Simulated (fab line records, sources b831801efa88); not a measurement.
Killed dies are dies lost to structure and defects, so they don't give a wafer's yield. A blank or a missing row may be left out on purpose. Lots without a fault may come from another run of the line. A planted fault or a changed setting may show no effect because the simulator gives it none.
fab line records | flow gf180mcu
record lots=5 wafers=15 last_day=33
route steps=602 shown VT_IMPLANT@92 MVSD@136 NWELL@137 LVPWELL@138
lots that met no fault: from a run of the same line without faults
start_h: hours from the record's first day to the start of the lot's first wafer shown | wait_h: hours since the lot's step before | " the same as in the row above | L1.1+2: a row that stands for several wafers | - no value, or no start given | * or withheld: withheld | < > ~ a bound
route shown NAME@n: a module of which the file shows steps, and the number in the route of the first | usual: mean/standard deviation of fault-free wafers | same: alike in all rows | chamber/n: place in a boat | sites: the reading at each site | _std_site: their standard deviation | _edge_site: outer sites' mean less inner sites' | radius_mm: how far each site lies from the wafer's centre | mask NAME#n: copy n | behind: the tool/chamber that last shaped the wafer | hold: why the lot was held/for how many hours/how that ended | device: the transistor (n, p or np) that didn't switch | end of line: the same wafers' tests at the end of the route | a step without rows: its recipe alone | killed: dies lost to structure and defects at the first sort, not the wafer's yield | map: a wafer's dies, x killed, . not, _ none there
set.NAME: the setting as run; set.NAME@STEP: as run at that earlier step | model.NAME: the simulator's own value behind a step, which no gauge read
lots at some steps of the route; a table a step, a row a wafer
services: from which hour (start_h, from the record's first day; less than 0 if before it) a tool's chamber was out of use, for how many hours, and why
## steps
# step GF_VT_IMPLANT_COAT_02
# recipe resist=NOVOLAK spin_rpm=3000 resist_thk_nm=1000
# columns lot.wafer tool chamber start_h wait_h
L075.1+3+6 litho_track-03 0 111.61 0.1
L080.1+3+6 litho_track-03 0 139.51 0.1
L084.1+3+4 litho_track-03 0 164.81 0.1
L085.1+4+5 litho_track-03 0 173.71 0.1
L090.1+4+5 litho_track-04 0 201.08 0.1
# step GF_VT_IMPLANT_SOFTBAKE_03
# recipe temp_c=90 time_s=60 resist=NOVOLAK
# columns lot.wafer tool chamber start_h wait_h
L075.1+3+6 litho_track-03 0 111.76 0.1
L080.1+3+6 litho_track-03 0 139.66 0.1
L084.1+3+4 litho_track-03 0 164.96 0.1
L085.1+4+5 litho_track-03 0 173.86 0.1
L090.1+4+5 litho_track-04 0 201.23 0.1
# step GF_VT_IMPLANT_EXPOSE_04
# recipe mask_id=LVPWELL_LV_AREA target_cd_nm=600 na=0.6 source_shape=conventional sigma_outer=0.6 dose_mj=140
# columns lot.wafer tool chamber start_h wait_h mask
L075.1+3+6 iline_stepper-01 0 - - LVPWELL_LV_AREA#0
L080.1+3+6 iline_stepper-02 0 - - LVPWELL_LV_AREA#0
L084.1+3+4 iline_stepper-02 0 - - LVPWELL_LV_AREA#0
L085.1+4+5 iline_stepper-02 0 - - LVPWELL_LV_AREA#0
L090.1+4+5 iline_stepper-02 0 - - LVPWELL_LV_AREA#0
# step GF_VT_IMPLANT_PEB_05
# recipe temp_c=withheld time_s=* resist=NOVOLAK
# columns lot.wafer tool chamber start_h wait_h
L075.1+3+6 litho_track-04 0 - -
L080.1+3+6 litho_track-03 0 - -
L084.1+3+4 litho_track-03 0 - -
L085.1+4+5 litho_track-03 0 - -
L090.1+4+5 litho_track-02 0 - -
# step GF_VT_IMPLANT_DEVELOP_06
# recipe develop_time_s=60 dev_temp_c=23
# columns lot.wafer tool chamber start_h wait_h
L075.1+3+6 litho_track-04 0 118.48 0.1
L080.1+3+6 litho_track-03 0 147.61 0.1
L084.1+3+4 litho_track-03 0 172.96 0.1
L085.1+4+5 litho_track-03 0 181.76 0.1
L090.1+4+5 litho_track-02 0 210.12 0.1
# step GF_VT_IMPLANT_OVL_MEAS_07
# usual VT_IMPLANT_OVL=0.3/1.3
# columns lot.wafer tool chamber start_h wait_h VT_IMPLANT_OVL[nm]
L075.1 overlay-02 - 118.63 0.1 1.3
L075.3 " - " " 1.1
L075.6 " - " " 1.3
L080.1 overlay-01 - 147.76 0.1 2.3
L080.3 " - " " 1.9
L080.6 " - " " 0.1
L084.1 overlay-02 - 173.11 0.1 0.7
L084.3 " - " " 0.0
L084.4 " - " " -0.1
L085.1 overlay-01 - 181.91 0.1 1.3
L085.4 " - " " 0.5
L085.5 " - " " 2.7
L090.1 overlay-01 - 210.27 0.1 -0.3
L090.4 " - " " 0.2
L090.5 " - " " -0.3
# step GF_VT_IMPLANT_IMPLANT_08
# recipe species=BF2 energy_kev=20 dose_cm2=8.29e+12 tilt_deg=7
# columns lot.wafer tool chamber start_h wait_h
L075.1+3+6 implanter-01 0 118.67 0.0
L080.1+3+6 implanter-04 0 147.79 0.0
L084.1+3+4 implanter-01 0 173.14 0.0
L085.1+4+5 implanter-01 0 181.94 0.0
L090.1+4+5 implanter-03 0 210.31 0.0
# step GF_VT_IMPLANT_STRIP_09
# recipe chemistry=O2/N2 power_w=1400 pressure_mtorr=1500 platen_temp_c=250 o2_flow_sccm=3000 n2_flow_sccm=300 overash_fraction=0.5
# usual drypump_motor_current_A=5.75/0.24 heater_power_w=367/21 oes_product_au=0.716/0.0044 strip_time_to_endpoint_s=12.61/0.035
# columns lot.wafer tool chamber start_h wait_h drypump_motor_current_A heater_power_w oes_product_au rf_hours_counter_h strip_time_to_endpoint_s
L075.1 plasma_asher-03 0 118.82 0.1 5.55 367 0.718 49 12.57
L075.3 " 1 " " 6.06 356 0.715 - 12.55
L075.6 " 1 " " 6.07 358 0.714 - 12.57
L080.1 plasma_asher-03 1 147.94 0.1 6.05 349 0.716 52 12.60
L080.3 " 1 " " 6.06 359 0.708 - 12.59
L080.6 " 0 " " 5.56 369 0.717 - 12.61
L084.1 plasma_asher-02 0 173.29 0.1 5.43 362 0.722 39 12.65
L084.3 " 0 " " 5.43 360 0.720 - 12.63
L084.4 " 1 " " 6.04 334 0.716 - 12.63
L085.1 plasma_asher-03 1 182.09 0.1 6.07 364 0.718 56 12.59
L085.4 " 0 " " 5.58 354 0.708 - 12.55
L085.5 " 0 " " 5.59 367 0.718 - 12.61
L090.1 plasma_asher-04 0 210.46 0.1 5.71 410 0.723 9 12.63
L090.4 " 0 " " 5.70 409 0.721 - 12.67
L090.5 " 0 " " 5.71 408 0.721 - 12.69
# step GF_VT_IMPLANT_TW_MEAS_10
# usual VT_IMPLANT_TW=562.5/2.7
# columns lot.wafer tool chamber start_h wait_h VT_IMPLANT_TW
L075.1 film_metro-01 - 118.92 0.1 561.8
L075.3 " - " " 568.0
L075.6 " - " " 565.7
L080.1 film_metro-04 - 148.04 0.1 567.2
L080.3 " - " " 563.4
L080.6 " - " " 562.1
L084.1 film_metro-02 - 173.39 0.1 561.8
L084.3 " - " " 560.9
L084.4 " - " " 562.5
L085.1 film_metro-04 - 182.19 0.1 567.2
L085.4 " - " " 568.6
L085.5 " - " " 565.8
L090.1 film_metro-04 - 210.56 0.1 561.2
L090.4 " - " " 564.1
L090.5 " - " " 563.5
# step GF_VT_IMPLANT_DEHYDRATE_11
# recipe temp_c=200 time_s=60
# columns lot.wafer tool chamber start_h wait_h
L075.1+3+6 litho_track-03 0 126.16 7.2
L080.1+3+6 litho_track-02 0 155.27 7.2
L084.1+3+4 litho_track-03 0 181.01 7.6
L085.1+4+5 litho_track-04 0 190.18 8.0
L090.1+4+5 litho_track-03 0 218.96 8.4
# step GF_VT_IMPLANT_HMDS_12
# recipe prime_time_s=60 prime_temp_c=120
# columns lot.wafer tool chamber start_h wait_h
L075.1+3+6 litho_track-03 0 126.31 0.1
L080.1+3+6 litho_track-02 0 155.42 0.1
L084.1+3+4 litho_track-03 0 181.16 0.1
L085.1+4+5 litho_track-04 0 190.33 0.1
L090.1+4+5 litho_track-03 0 219.11 0.1
# step GF_VT_IMPLANT_COAT_13
# recipe resist=NOVOLAK spin_rpm=3000 resist_thk_nm=1000
# columns lot.wafer tool chamber start_h wait_h
L075.1+3+6 litho_track-03 0 126.46 0.1
L080.1+3+6 litho_track-02 0 155.57 0.1
L084.1+3+4 litho_track-03 0 181.31 0.1
L085.1+4+5 litho_track-04 0 190.48 0.1
L090.1+4+5 litho_track-03 0 219.26 0.1
# step GF_VT_IMPLANT_SOFTBAKE_14
# recipe temp_c=90 time_s=60 resist=NOVOLAK
# columns lot.wafer tool chamber start_h wait_h
L075.1+3+6 litho_track-03 0 126.61 0.1
L080.1+3+6 litho_track-02 0 155.72 0.1
L084.1+3+4 litho_track-03 0 181.46 0.1
L085.1+4+5 litho_track-04 0 190.63 0.1
L090.1+4+5 litho_track-03 0 219.41 0.1
# step GF_VT_IMPLANT_EXPOSE_15
# recipe mask_id=Nwell_LV_AREA target_cd_nm=860 na=0.6 source_shape=conventional sigma_outer=0.6 dose_mj=140
# columns lot.wafer tool chamber start_h wait_h mask
L075.1+3+6 iline_stepper-02 0 - - Nwell_LV_AREA#0
L080.1+3+6 iline_stepper-02 0 - - Nwell_LV_AREA#0
L084.1+3+4 iline_stepper-02 0 - - Nwell_LV_AREA#0
L085.1+4+5 iline_stepper-02 0 - - Nwell_LV_AREA#0
L090.1+4+5 iline_stepper-02 0 - - Nwell_LV_AREA#0
# step GF_VT_IMPLANT_PEB_16
# recipe temp_c=withheld time_s=* resist=NOVOLAK
# columns lot.wafer tool chamber start_h wait_h
L075.1+3+6 litho_track-02 0 - -
L080.1+3+6 litho_track-02 0 - -
L084.1+3+4 litho_track-02 0 - -
L085.1+4+5 litho_track-04 0 - -
L090.1+4+5 litho_track-03 0 - -
# step GF_VT_IMPLANT_DEVELOP_17
# recipe develop_time_s=60 dev_temp_c=23.39
# columns lot.wafer tool chamber start_h wait_h
L075.1+3+6 litho_track-02 0 133.47 0.1
L080.1+3+6 litho_track-02 0 163.47 0.1
L084.1+3+4 litho_track-02 0 189.62 0.1
L085.1+4+5 litho_track-04 0 199.03 0.1
L090.1+4+5 litho_track-03 0 227.81 0.1
# step GF_VT_IMPLANT_OVL_MEAS_18
# usual VT_IMPLANT_01_OVL=-0.2/1.1
# columns lot.wafer tool chamber start_h wait_h VT_IMPLANT_01_OVL[nm]
L075.1 overlay-02 - 133.62 0.1 -1.8
L075.3 " - " " 0.2
L075.6 " - " " -1.8
L080.1 overlay-02 - 163.62 0.1 -0.4
L080.3 " - " " -1.1
L080.6 " - " " 0.2
L084.1 overlay-02 - 189.77 0.1 0.3
L084.3 " - " " 0.2
L084.4 " - " " -0.1
L085.1 overlay-02 - 199.18 0.1 -0.8
L085.4 " - " " 0.0
L085.5 " - " " 1.2
L090.1 overlay-01 - 227.96 0.1 -1.1
L090.4 " - " " 0.6
L090.5 " - " " -0.7
# step GF_VT_IMPLANT_IMPLANT_19
# recipe species=As energy_kev=100 dose_cm2=4.35e+12 tilt_deg=7
# columns lot.wafer tool chamber start_h wait_h
L075.1+3+6 implanter-01 0 133.66 0.0
L080.1+3+6 implanter-04 0 163.66 0.0
L084.1+3+4 implanter-03 0 189.81 0.0
L085.1+4+5 implanter-03 0 199.21 0.0
L090.1+4+5 implanter-01 0 227.99 0.0
# step GF_VT_IMPLANT_STRIP_20
# recipe chemistry=O2/N2 power_w=1400 pressure_mtorr=1500 platen_temp_c=250 o2_flow_sccm=3000 n2_flow_sccm=300 overash_fraction=0.5
# usual drypump_motor_current_A=5.72/0.24 heater_power_w=367/23 oes_product_au=0.715/0.005 strip_time_to_endpoint_s=12.60/0.039
# columns lot.wafer tool chamber start_h wait_h drypump_motor_current_A heater_power_w oes_product_au rf_hours_counter_h strip_time_to_endpoint_s
L075.1 plasma_asher-02 1 133.81 0.1 6.06 336 0.713 35 12.66
L075.3 " 1 " " 6.07 335 0.722 - 12.68
L075.6 " 0 " " 5.42 371 0.714 - 12.63
L080.1 plasma_asher-02 1 163.81 0.1 6.09 340 0.710 38 12.57
L080.3 " 1 " " 6.11 337 0.720 - 12.55
L080.6 " 1 " " 6.09 337 0.711 - 12.54
L084.1 plasma_asher-02 0 189.96 0.1 5.39 366 0.716 40 12.66
L084.3 " 1 " " 6.13 348 0.720 - 12.65
L084.4 " 0 " " 5.41 358 0.717 - 12.62
L085.1 plasma_asher-02 1 199.36 0.1 6.14 329 0.713 42 12.63
L085.4 " 0 " " 5.36 360 0.713 - 12.64
L085.5 " 0 " " 5.40 366 0.716 - 12.60
L090.1 plasma_asher-02 1 228.14 0.1 6.04 338 0.717 45 12.65
L090.4 " 0 " " 5.39 362 0.719 - 12.62
L090.5 " 1 " " 6.08 339 0.713 - 12.63
# step GF_VT_IMPLANT_TW_MEAS_21
# usual VT_IMPLANT_2_TW=1214/6.1
# columns lot.wafer tool chamber start_h wait_h VT_IMPLANT_2_TW
L075.1 film_metro-04 - 133.91 0.1 1216
L075.3 " - " " 1220
L075.6 " - " " 1219
L080.1 film_metro-01 - 163.91 0.1 1208
L080.3 " - " " 1204
L080.6 " - " " 1207
L084.1 film_metro-01 - 190.06 0.1 1214
L084.3 " - " " 1214
L084.4 " - " " 1219
L085.1 film_metro-04 - 199.46 0.1 1216
L085.4 " - " " 1216
L085.5 " - " " 1216
L090.1 film_metro-04 - 228.24 0.1 1214
L090.4 " - " " 1220
L090.5 " - " " 1216
# step GF_VT_IMPLANT_DEHYDRATE_22
# recipe temp_c=200 time_s=60
# columns lot.wafer tool chamber start_h wait_h
L075.1+3+6 litho_track-04 0 141.13 7.2
L080.1+3+6 litho_track-04 0 170.73 6.8
L084.1+3+4 litho_track-02 0 198.02 8.0
L085.1+4+5 litho_track-04 0 207.33 7.9
L090.1+4+5 litho_track-04 0 237.08 8.8
# step GF_VT_IMPLANT_HMDS_23
# recipe prime_time_s=60 prime_temp_c=120
# columns lot.wafer tool chamber start_h wait_h
L075.1+3+6 litho_track-04 0 141.28 0.1
L080.1+3+6 litho_track-04 0 170.88 0.1
L084.1+3+4 litho_track-02 0 198.17 0.1
L085.1+4+5 litho_track-04 0 207.48 0.1
L090.1+4+5 litho_track-04 0 237.23 0.1
# step GF_VT_IMPLANT_COAT_24
# recipe resist=NOVOLAK spin_rpm=3000 resist_thk_nm=1000
# columns lot.wafer tool chamber start_h wait_h
L075.1+3+6 litho_track-04 0 141.43 0.1
L080.1+3+6 litho_track-04 0 171.03 0.1
L084.1+3+4 litho_track-02 0 198.32 0.1
L085.1+4+5 litho_track-04 0 207.63 0.1
L090.1+4+5 litho_track-04 0 237.38 0.1
# step GF_VT_IMPLANT_SOFTBAKE_25
# recipe temp_c=90 time_s=60 resist=NOVOLAK
# columns lot.wafer tool chamber start_h wait_h
L075.1+3+6 litho_track-04 0 141.58 0.1
L080.1+3+6 litho_track-04 0 171.18 0.1
L084.1+3+4 litho_track-02 0 198.47 0.1
L085.1+4+5 litho_track-04 0 207.78 0.1
L090.1+4+5 litho_track-04 0 237.53 0.1
# step GF_VT_IMPLANT_EXPOSE_26
# recipe mask_id=LVPWELL_HV_AREA target_cd_nm=860 na=0.6 source_shape=conventional sigma_outer=0.6 dose_mj=140
# columns lot.wafer tool chamber start_h wait_h mask
L075.1+3+6 iline_stepper-02 0 - - LVPWELL_HV_AREA#0
L080.1+3+6 iline_stepper-02 0 - - LVPWELL_HV_AREA#0
L084.1+3+4 iline_stepper-01 0 - - LVPWELL_HV_AREA#0
L085.1+4+5 iline_stepper-02 0 - - LVPWELL_HV_AREA#0
L090.1+4+5 iline_stepper-02 0 - - LVPWELL_HV_AREA#0
# step GF_VT_IMPLANT_PEB_27
# recipe temp_c=withheld time_s=* resist=NOVOLAK
# columns lot.wafer tool chamber start_h wait_h
L075.1+3+6 litho_track-04 0 - -
L080.1+3+6 litho_track-03 0 - -
L084.1+3+4 litho_track-03 0 - -
L085.1+4+5 litho_track-03 0 - -
L090.1+4+5 litho_track-04 0 - -
# step GF_VT_IMPLANT_DEVELOP_28
# recipe develop_time_s=60 dev_temp_c=23.81
# columns lot.wafer tool chamber start_h wait_h
L075.1+3+6 litho_track-04 0 149.28 0.1
L080.1+3+6 litho_track-03 0 179.86 0.1
L084.1+3+4 litho_track-03 0 206.76 0.1
L085.1+4+5 litho_track-03 0 216.81 0.1
L090.1+4+5 litho_track-04 0 245.28 0.1
# step GF_VT_IMPLANT_OVL_MEAS_29
# usual VT_IMPLANT_02_OVL=0.4/1.1
# columns lot.wafer tool chamber start_h wait_h VT_IMPLANT_02_OVL[nm]
L075.1 overlay-02 - 149.43 0.1 0.3
L075.3 " - " " 0.1
L075.6 " - " " 0.5
L080.1 overlay-02 - 180.01 0.1 1.6
L080.3 " - " " -1.0
L080.6 " - " " 0.4
L084.1 overlay-01 - 206.91 0.1 1.5
L084.3 " - " " 1.9
L084.4 " - " " 1.0
L085.1 overlay-02 - 216.96 0.1 -0.3
L085.4 " - " " -1.5
L085.5 " - " " -0.8
L090.1 overlay-01 - 245.43 0.1 -1.7
L090.4 " - " " -1.5
L090.5 " - " " -0.8
# step GF_VT_IMPLANT_IMPLANT_30
# recipe species=B energy_kev=25 dose_cm2=2.534e+12 tilt_deg=7
# columns lot.wafer tool chamber start_h wait_h
L075.1+3+6 implanter-03 0 149.47 0.0
L080.1+3+6 implanter-01 0 180.04 0.0
L084.1+3+4 implanter-04 0 206.94 0.0
L085.1+4+5 implanter-03 0 216.99 0.0
L090.1+4+5 implanter-01 0 245.46 0.0
# step GF_VT_IMPLANT_STRIP_31
# recipe chemistry=O2/N2 power_w=1400 pressure_mtorr=1500 platen_temp_c=250 o2_flow_sccm=3000 n2_flow_sccm=300 overash_fraction=0.5
# usual drypump_motor_current_A=5.74/0.27 heater_power_w=363/21 oes_product_au=0.715/0.0047 strip_time_to_endpoint_s=12.63/0.034
# columns lot.wafer tool chamber start_h wait_h drypump_motor_current_A heater_power_w oes_product_au rf_hours_counter_h strip_time_to_endpoint_s
L075.1 plasma_asher-04 0 149.62 0.1 5.71 408 0.705 3 12.65
L075.3 " 0 " " 5.71 411 0.703 - 12.59
L075.6 " 0 " " 5.70 415 0.714 - 12.64
L080.1 plasma_asher-02 0 180.19 0.1 5.38 357 0.713 39 12.61
L080.3 " 1 " " 6.07 343 0.709 - 12.63
L080.6 " 0 " " 5.38 373 0.711 - 12.60
L084.1 plasma_asher-04 0 207.09 0.1 5.71 397 0.718 9 12.62
L084.3 " 1 " " 5.59 364 0.716 - 12.64
L084.4 " 0 " " 5.73 400 0.717 - 12.61
L085.1 plasma_asher-03 1 217.14 0.1 6.07 362 0.710 60 12.62
L085.4 " 0 " " 5.61 372 0.707 - 12.64
L085.5 " 1 " " 6.07 354 0.713 - 12.65
L090.1 plasma_asher-03 1 245.61 0.1 6.08 358 0.710 63 12.68
L090.4 " 0 " " 5.57 368 0.711 - 12.66
L090.5 " 0 " " 5.56 376 0.711 - 12.64
# step GF_VT_IMPLANT_TW_MEAS_32
# usual VT_IMPLANT_3_TW=268.3/1.4
# columns lot.wafer tool chamber start_h wait_h VT_IMPLANT_3_TW
L075.1 film_metro-02 - 149.72 0.1 266.5
L075.3 " - " " 268.9
L075.6 " - " " 267.1
L080.1 film_metro-04 - 180.29 0.1 270.0
L080.3 " - " " 269.1
L080.6 " - " " 268.9
L084.1 film_metro-02 - 207.19 0.1 266.8
L084.3 " - " " 268.3
L084.4 " - " " 268.4
L085.1 film_metro-04 - 217.24 0.1 269.1
L085.4 " - " " 269.2
L085.5 " - " " 270.0
L090.1 film_metro-01 - 245.71 0.1 269.2
L090.4 " - " " 267.0
L090.5 " - " " 268.0
# step GF_VT_IMPLANT_DEHYDRATE_33
# recipe temp_c=200 time_s=60
# columns lot.wafer tool chamber start_h wait_h
L075.1+3+6 litho_track-03 0 157.16 7.4
L080.1+3+6 litho_track-02 0 187.62 7.3
L084.1+3+4 litho_track-02 0 215.92 8.7
L085.1+4+5 litho_track-04 0 225.13 7.9
L090.1+4+5 litho_track-03 0 255.21 9.5
# step GF_VT_IMPLANT_HMDS_34
# recipe prime_time_s=60 prime_temp_c=120
# columns lot.wafer tool chamber start_h wait_h
L075.1+3+6 litho_track-03 0 157.31 0.1
L080.1+3+6 litho_track-02 0 187.77 0.1
L084.1+3+4 litho_track-02 0 216.07 0.1
L085.1+4+5 litho_track-04 0 225.28 0.1
L090.1+4+5 litho_track-03 0 255.36 0.1
# step GF_VT_IMPLANT_COAT_35
# recipe resist=NOVOLAK spin_rpm=3000 resist_thk_nm=1000
# columns lot.wafer tool chamber start_h wait_h
L075.1+3+6 litho_track-03 0 157.46 0.1
L080.1+3+6 litho_track-02 0 187.92 0.1
L084.1+3+4 litho_track-02 0 216.22 0.1
L085.1+4+5 litho_track-04 0 225.43 0.1
L090.1+4+5 litho_track-03 0 255.51 0.1
# step GF_VT_IMPLANT_SOFTBAKE_36
# recipe temp_c=90 time_s=60 resist=NOVOLAK
# columns lot.wafer tool chamber start_h wait_h
L075.1+3+6 litho_track-03 0 157.61 0.1
L080.1+3+6 litho_track-02 0 188.07 0.1
L084.1+3+4 litho_track-02 0 216.37 0.1
L085.1+4+5 litho_track-04 0 225.58 0.1
L090.1+4+5 litho_track-03 0 255.66 0.1
# step GF_VT_IMPLANT_EXPOSE_37
# recipe mask_id=Nwell_HV_AREA target_cd_nm=860 na=0.6 source_shape=conventional sigma_outer=0.6 dose_mj=140
# columns lot.wafer tool chamber start_h wait_h mask
L075.1+3+6 iline_stepper-01 0 - - Nwell_HV_AREA#0
L080.1+3+6 iline_stepper-01 0 - - Nwell_HV_AREA#0
L084.1+3+4 iline_stepper-01 0 - - Nwell_HV_AREA#0
L085.1+4+5 iline_stepper-01 0 - - Nwell_HV_AREA#0
L090.1+4+5 iline_stepper-02 0 - - Nwell_HV_AREA#0
# step GF_VT_IMPLANT_PEB_38
# recipe temp_c=withheld time_s=* resist=NOVOLAK
# columns lot.wafer tool chamber start_h wait_h
L075.1+3+6 litho_track-03 0 - -
L080.1+3+6 litho_track-03 0 - -
L084.1+3+4 litho_track-04 0 - -
L085.1+4+5 litho_track-02 0 - -
L090.1+4+5 litho_track-04 0 - -
# step GF_VT_IMPLANT_DEVELOP_39
# recipe develop_time_s=60 dev_temp_c=23
# columns lot.wafer tool chamber start_h wait_h
L075.1+3+6 litho_track-03 0 165.26 0.1
L080.1+3+6 litho_track-03 0 196.41 0.1
L084.1+3+4 litho_track-04 0 224.98 0.1
L085.1+4+5 litho_track-02 0 235.02 0.1
L090.1+4+5 litho_track-04 0 264.48 0.1
# step GF_VT_IMPLANT_OVL_MEAS_40
# usual VT_IMPLANT_03_OVL=0.1/1.6
# columns lot.wafer tool chamber start_h wait_h VT_IMPLANT_03_OVL[nm]
L075.1 overlay-01 - 165.41 0.1 3.1
L075.3 " - " " 0.9
L075.6 " - " " 1.9
L080.1 overlay-02 - 196.56 0.1 1.2
L080.3 " - " " -2.2
L080.6 " - " " 0.9
L084.1 overlay-02 - 225.13 0.1 -1.5
L084.3 " - " " -0.7
L084.4 " - " " -3.6
L085.1 overlay-01 - 235.17 0.1 -1.3
L085.4 " - " " -1.5
L085.5 " - " " -1.5
L090.1 overlay-02 - 264.63 0.1 -0.8
L090.4 " - " " 0.7
L090.5 " - " " 0.8
# step GF_VT_IMPLANT_IMPLANT_41
# recipe species=As energy_kev=70 dose_cm2=1.013e+12 tilt_deg=7
# columns lot.wafer tool chamber start_h wait_h
L075.1+3+6 implanter-03 0 165.44 0.0
L080.1+3+6 implanter-03 0 196.59 0.0
L084.1+3+4 implanter-04 0 225.16 0.0
L085.1+4+5 implanter-01 0 235.21 0.0
L090.1+4+5 implanter-04 0 264.66 0.0
# step GF_VT_IMPLANT_STRIP_42
# recipe chemistry=O2/N2 power_w=1400 pressure_mtorr=1500 platen_temp_c=250 o2_flow_sccm=3000 n2_flow_sccm=300 overash_fraction=0.5
# usual drypump_motor_current_A=5.74/0.25 heater_power_w=365/22 oes_product_au=0.716/0.0047 strip_time_to_endpoint_s=12.63/0.049
# columns lot.wafer tool chamber start_h wait_h drypump_motor_current_A heater_power_w oes_product_au rf_hours_counter_h strip_time_to_endpoint_s
L075.1 plasma_asher-04 1 165.59 0.1 5.60 358 0.712 5 12.61
L075.3 " 0 " " 5.70 409 0.719 - 12.66
L075.6 " 0 " " 5.71 406 0.719 - 12.63
L080.1 plasma_asher-04 0 196.74 0.1 5.70 410 0.713 8 12.58
L080.3 " 1 " " 5.59 358 0.712 - 12.56
L080.6 " 0 " " 5.70 412 0.718 - 12.59
L084.1 plasma_asher-03 1 225.31 0.1 6.08 356 0.715 61 12.58
L084.3 " 0 " " 5.56 374 0.722 - 12.55
L084.4 " 1 " " 6.08 358 0.722 - 12.57
L085.1 plasma_asher-03 0 235.36 0.1 5.59 362 0.713 61 12.70
L085.4 " 1 " " 6.08 363 0.712 - 12.68
L085.5 " 1 " " 6.07 355 0.712 - 12.67
L090.1 plasma_asher-02 1 264.81 0.1 6.06 331 0.720 49 12.63
L090.4 " 1 " " 6.06 341 0.713 - 12.63
L090.5 " 0 " " 5.42 370 0.720 - 12.63
# step GF_VT_IMPLANT_TW_MEAS_43
# usual VT_IMPLANT_4_TW=691/3.5
# columns lot.wafer tool chamber start_h wait_h VT_IMPLANT_4_TW
L075.1 film_metro-02 - 165.69 0.1 689
L075.3 " - " " 688
L075.6 " - " " 686
L080.1 film_metro-04 - 196.84 0.1 690
L080.3 " - " " 689
L080.6 " - " " 687
L084.1 film_metro-01 - 225.41 0.1 688
L084.3 " - " " 687
L084.4 " - " " 687
L085.1 film_metro-04 - 235.46 0.1 691
L085.4 " - " " 691
L085.5 " - " " 691
L090.1 film_metro-01 - 264.91 0.1 689
L090.4 " - " " 689
L090.5 " - " " 692
# step GF_VT_IMPLANT_CLEAN_44
# recipe chemistry=SC1/SC2 mix=1:4:20 temp_c=70 time_s=150 dry=n2_spin
# columns lot.wafer tool chamber start_h wait_h
L075.1+3+6 wet_bench-02 1 165.75 0.1
L080.1+3+6 wet_bench-02 1 196.90 0.1
L084.1+3+4 wet_bench-03 3 225.47 0.1
L085.1+4+5 wet_bench-01 0 235.52 0.1
L090.1+4+5 wet_bench-01 0 264.97 0.1
# step GF_VT_IMPLANT_RTA_45
# recipe temp_c=1050 time_s=30 ambient=N2
# usual lamp_power_pct=38.7/0.66 wafer_temp_C_max=1053.7/0.75
# columns lot.wafer tool chamber start_h wait_h lamp_power_pct wafer_temp_C_max
L075.1 rtp_anneal-01 0 165.80 0.0 39.4 1053.8
L075.3 " 0 " " 39.5 1054.4
L075.6 " 0 " " 39.5 1053.4
L080.1 rtp_anneal-02 0 196.95 0.0 38.1 1054.3
L080.3 " 0 " " 38.1 1052.6
L080.6 " 0 " " 38.1 1053.8
L084.1 rtp_anneal-01 0 225.52 0.0 39.5 1053.7
L084.3 " 0 " " 39.4 1054.2
L084.4 " 0 " " 39.5 1054.1
L085.1 rtp_anneal-01 0 235.57 0.0 39.4 1054.4
L085.4 " 0 " " 39.5 1052.7
L085.5 " 0 " " 39.4 1053.5
L090.1 rtp_anneal-01 0 265.02 0.0 39.4 1054.2
L090.4 " 0 " " 39.4 1052.6
L090.5 " 0 " " 39.4 1052.5
# step GF_VT_IMPLANT_RS_MEAS_46
# recipe thk_meas_gauge=four-point-probe
# usual MVSD_RS=444.7/1.1
# columns lot.wafer tool chamber start_h wait_h MVSD_RS[ohm/sq]
L075.1 film_metro-02 - 165.90 0.1 445.0
L075.3 " - " " 444.1
L075.6 " - " " 444.9
L080.1 film_metro-02 - 197.05 0.1 443.8
L080.3 " - " " 443.1
L080.6 " - " " 442.7
L084.1 film_metro-02 - 225.62 0.1 443.6
L084.3 " - " " 443.9
L084.4 " - " " 443.7
L085.1 film_metro-02 - 235.67 0.1 445.9
L085.4 " - " " 443.4
L085.5 " - " " 444.3
L090.1 film_metro-01 - 265.12 0.1 447.1
L090.4 " - " " 446.0
L090.5 " - " " 447.0
# step GF_VT_IMPLANT_RS_MEAS_47
# recipe thk_meas_gauge=four-point-probe
# usual NWELL_RS=488.3/1.3
# columns lot.wafer tool chamber start_h wait_h NWELL_RS[ohm/sq]
L075.1 film_metro-02 - 166.02 0.1 488.9
L075.3 " - " " 490.2
L075.6 " - " " 489.1
L080.1 film_metro-02 - 197.17 0.1 490.6
L080.3 " - " " 489.0
L080.6 " - " " 490.4
L084.1 film_metro-02 - 225.74 0.1 488.4
L084.3 " - " " 489.7
L084.4 " - " " 488.7
L085.1 film_metro-02 - 235.79 0.1 489.9
L085.4 " - " " 489.7
L085.5 " - " " 488.9
L090.1 film_metro-01 - 265.24 0.1 487.3
L090.4 " - " " 487.2
L090.5 " - " " 486.8
# step GF_VT_IMPLANT_RS_MEAS_48
# recipe thk_meas_gauge=four-point-probe
# usual LVPWELL_RS=1197.3/2.4
# columns lot.wafer tool chamber start_h wait_h LVPWELL_RS[ohm/sq]
L075.1 film_metro-02 - 166.14 0.1 1194.9
L075.3 " - " " 1197.9
L075.6 " - " " 1196.1
L080.1 film_metro-02 - 197.29 0.1 1195.6
L080.3 " - " " 1199.2
L080.6 " - " " 1193.6
L084.1 film_metro-02 - 225.86 0.1 1196.8
L084.3 " - " " 1195.1
L084.4 " - " " 1194.4
L085.1 film_metro-02 - 235.91 0.1 1198.2
L085.4 " - " " 1199.4
L085.5 " - " " 1195.5
L090.1 film_metro-01 - 265.36 0.1 1193.2
L090.4 " - " " 1194.0
L090.5 " - " " 1195.7
## services
# columns tool chamber start_h hours kind
implanter-03 - 92.19 4.1 repair
litho_track-04 - 106.82 - consumable_replace:filter
implanter-01 - 107.04 1.0 repair
plasma_asher-04 - 108.52 2.8 pm
plasma_asher-04 - 111.27 9.0 pm
plasma_asher-04 0 111.27 9.0 vent_cycle
plasma_asher-04 1 111.27 9.0 vent_cycle
plasma_asher-04 0 120.27 - clean
iline_stepper-02 0 125.22 - calibration
iline_stepper-01 - 128.06 28.9 pm
plasma_asher-04 - 156.15 3.7 repair
plasma_asher-02 - 159.81 2.4 repair
iline_stepper-02 - 169.08 2.1 pm
iline_stepper-02 - 171.16 - consumable_replace:lamp
wet_bench-02 - 187.02 1.6 repair
iline_stepper-02 - 192.12 3.5 repair
implanter-01 - 204.88 6.6 pm
iline_stepper-02 - 212.31 4.4 pm
iline_stepper-02 - 216.76 1.7 pm
implanter-04 - 217.06 2.2 pm
implanter-03 - 228.37 5.5 pm
iline_stepper-01 - 236.72 1.7 pm
plasma_asher-04 - 241.35 14.6 pm
iline_stepper-01 0 252.01 - calibration
## key
fault none
